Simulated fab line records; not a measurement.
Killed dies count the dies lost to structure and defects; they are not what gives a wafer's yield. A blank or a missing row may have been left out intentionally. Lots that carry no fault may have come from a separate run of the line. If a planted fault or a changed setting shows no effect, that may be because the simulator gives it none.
One fault through the eyes of 2 desks -- flow gf180mcu -- every desk sees just its own numbers, and what lay behind them comes last

## FOR THE TOOL OWNER'S DESK: implanter-01
The tool's own readings at GF_MVPSD_IMPLANT_08, given as means over the sampled wafers that have a number, one for each lot that went through this tool. A lot is out of limits, marked OUT, if its mean lies more than 4 standard deviations from the usual mean; the brackets give that distance.
Columns: A = beam-energy-keV at GF_MVPSD_IMPLANT_08, usual 170.01; B = tilt-deg at GF_MVPSD_IMPLANT_08, usual 0.001 degrees
lot,first seen here,A,B
L459,day 5 06:02,170.02,0.004
L462,day 5 22:59,170.05,0.015
L463,day 6 05:01,169.97,-0.018
L470,day 7 22:29,170.05,-0.008
L474,day 9 02:55,153.45 (-99 or more) OUT,0.021
L477,day 9 20:49,153.51 (-99 or more) OUT,-0.015
L479,day 10 07:49,153.49 (-99 or more) OUT,-0.009
This desk's finding: out of limits on L474, L477, L479; first on L474, day 9 02:55 (beam-energy-keV at GF_MVPSD_IMPLANT_08). Within limits: L459, L462, L463, L470.

## FROM THE METROLOGY DESK
Lot by lot, what the gauges showed, no matter which tool ran the lot: averages of those sampled wafers that carry a number. A lot is out of limits, marked OUT, if its mean lies more than 4 standard deviations from the usual mean; the brackets give that distance.
Columns: A = NWELL_TW at GF_NWELL_TW_MEAS_11, usual 1576; B = VT_IMPLANT_01_OVL at GF_VT_IMPLANT_OVL_MEAS_18, usual -0.2 nm; C = MVPSD_RS at GF_VT_IMPLANT_RS_MEAS_49, usual 1167 ohm/sq
lot,first seen here,A,B,C
L458,day 3 07:52,1570,-0.4,1172
L459,day 3 12:32,1575,0.9,1170
L460,day 3 17:17,1579,-1.2,1163
L462,day 4 05:02,1595,-0.9,1168
L463,day 4 10:22,1592,-0.5,1169
L464,day 4 15:51,1573,-1.5,1166
L468,day 5 14:39,1611,-0.5,1164
L470,day 6 00:01,1577,0.5,1165
L474,day 7 01:25,1599,-2.2,1193 (+8.4) OUT
L475,day 7 08:02,1543,-1.1,1168
L476,day 7 13:43,1554,-2.0,1167
L477,day 7 18:36,1542,0.7,1189 (+7.1) OUT
L479,day 8 03:37,1539,-1.3,1194 (+8.7) OUT
This desk's finding: out of limits on L474, L477, L479; first on L474, day 12 04:23 (MVPSD_RS at GF_VT_IMPLANT_RS_MEAS_49). Within limits: L458, L459, L460, L462, L463, L464, L468, L470, L475, L476.

## TAKEN TOGETHER
The tool owner's desk had the chance to raise an alarm at day 9 02:55 on L474, L477, L479.
The metrology desk could have raised an alarm at day 12 04:23, on L474, L477, L479.
On implanter-01, each named lot ran GF_MVPSD_IMPLANT_08.

## WHAT THE SIMULATOR HAD PUT IN
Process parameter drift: implanter-01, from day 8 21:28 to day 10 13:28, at GF_MVPSD_IMPLANT_08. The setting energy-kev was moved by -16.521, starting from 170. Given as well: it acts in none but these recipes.
Struck lots among those shown: L474, L477, L479.
Delay (hours) between the fault's onset and each desk's first out-of-limits reading: 5 at the tool owner's desk, 79 at the metrology desk.
